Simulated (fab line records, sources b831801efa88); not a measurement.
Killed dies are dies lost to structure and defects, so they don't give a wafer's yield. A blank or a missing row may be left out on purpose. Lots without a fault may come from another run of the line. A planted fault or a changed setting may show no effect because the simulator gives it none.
Which tool did it? | flow sky130 | 11 lots, 33 wafers sampled, at 4 steps of a route of 708

WHAT THE GAUGES READ, wafer by wafer
SKY_VIA4_RS_MEAS_19: measures by four-point-probe.
lot  | measured     | on            | VIA4_W_RS (ohm/sq)
L125 | day 42 17:57 | film_metro-04 | 0.2245 0.2237 0.2231
L126 | day 43 00:32 | film_metro-04 | 0.2236 0.2266 0.2246
L127 | day 43 03:35 | film_metro-02 | 0.2238 0.2258 0.2210
L130 | day 44 16:32 | film_metro-04 | 0.2237 0.2231 0.2222
L129 | day 44 21:09 | film_metro-02 | 0.2245 0.2210 0.2196
L131 | day 45 02:53 | film_metro-04 | 0.2356 0.2367 0.2368
L134 | day 46 08:32 | film_metro-04 | 0.2281 0.2250 0.2290
L137 | day 46 09:48 | film_metro-04 | 0.2290 0.2243 0.2222
L140 | day 46 12:20 | film_metro-02 | 0.2254 0.2297 0.2297
L147 | day 48 09:35 | film_metro-04 | 0.2204 0.2265 0.2260
L148 | day 48 10:34 | film_metro-02 | 0.2266 0.2239 0.2266

WHICH TOOL RAN EACH LOT (tool, then ch and the chambers of the sampled wafers, then the start)
lot  | SKY_VIA4_STRIP_13                    | SKY_VIA4_SPUTTER_17          | SKY_VIA4_CVD_18
L125 | plasma_asher-03 ch 0,1, day 42 17:07 | pvd_sputter-01, day 42 17:43 | cvd_w-02 ch 0,1, day 42 17:47
L126 | plasma_asher-02 ch 0,1, day 42 23:40 | pvd_sputter-04, day 43 00:16 | cvd_w-02 ch 0,1, day 43 00:23
L127 | plasma_asher-02 ch 0,1, day 43 02:43 | pvd_sputter-02, day 43 03:20 | cvd_w-02 ch 0,1, day 43 03:26
L130 | plasma_asher-01 ch 0,1, day 44 15:41 | pvd_sputter-01, day 44 16:19 | cvd_w-02 ch 0,1, day 44 16:23
L129 | plasma_asher-02 ch 0,1, day 44 20:20 | pvd_sputter-04, day 44 20:56 | cvd_w-02 ch 0,1, day 44 21:00
L131 | plasma_asher-02 ch 0,1, day 45 01:59 | pvd_sputter-04, day 45 02:40 | cvd_w-02 ch 0,1, day 45 02:43
L134 | plasma_asher-01 ch 0,1, day 46 07:43 | pvd_sputter-02, day 46 08:16 | cvd_w-01 ch 0,1, day 46 08:23
L137 | plasma_asher-03 ch 0,1, day 46 08:58 | pvd_sputter-01, day 46 09:33 | cvd_w-01 ch 0,1, day 46 09:40
L140 | plasma_asher-03 ch 0,1, day 46 11:29 | pvd_sputter-01, day 46 12:07 | cvd_w-01 ch 0,1, day 46 12:10
L147 | plasma_asher-03 ch 0,1, day 48 08:46 | pvd_sputter-04, day 48 09:22 | cvd_w-02 ch 0,1, day 48 09:26
L148 | plasma_asher-02 ch 0,1, day 48 09:46 | pvd_sputter-01, day 48 10:22 | cvd_w-01 ch 0,1, day 48 10:25
- SKY_VIA4_STRIP_13: strips in O2/N2.
- SKY_VIA4_SPUTTER_17: material TiN, target thk 20 nm, time 80 s.
- SKY_VIA4_CVD_18: deposits W, target thk 505 nm, time 152.14 s.

THE ANSWER, worked out from the rows above alone
Rule: what is usual is taken from the lots themselves. Put in order of their means at a reading, lots are off if they are a third of the lots or fewer, leave a main group of 4 or more, and stand apart from it by a gap of 3 or more times the standard deviation of the main group's means; of several such gaps the widest counts. A main group whose means are all the same, to the digits that the tables above print for the reading, isn't used. A lot without any number at a reading at which 4 lots or more have one is off too. The other lots that the step has rows for count as sound.
Off: L131, at SKY_VIA4_RS_MEAS_19 (VIA4_W_RS). The main group: mean 0.2248 ohm/sq, standard deviation 0.0019.
A tool fits if, at a process step before that reading, it ran every lot that is off, and no sound lot after the first of them. The gauges at SKY_VIA4_RS_MEAS_19 are tried like those tools. None of those tried fits.

WHAT THE SIMULATOR HAD PUT IN
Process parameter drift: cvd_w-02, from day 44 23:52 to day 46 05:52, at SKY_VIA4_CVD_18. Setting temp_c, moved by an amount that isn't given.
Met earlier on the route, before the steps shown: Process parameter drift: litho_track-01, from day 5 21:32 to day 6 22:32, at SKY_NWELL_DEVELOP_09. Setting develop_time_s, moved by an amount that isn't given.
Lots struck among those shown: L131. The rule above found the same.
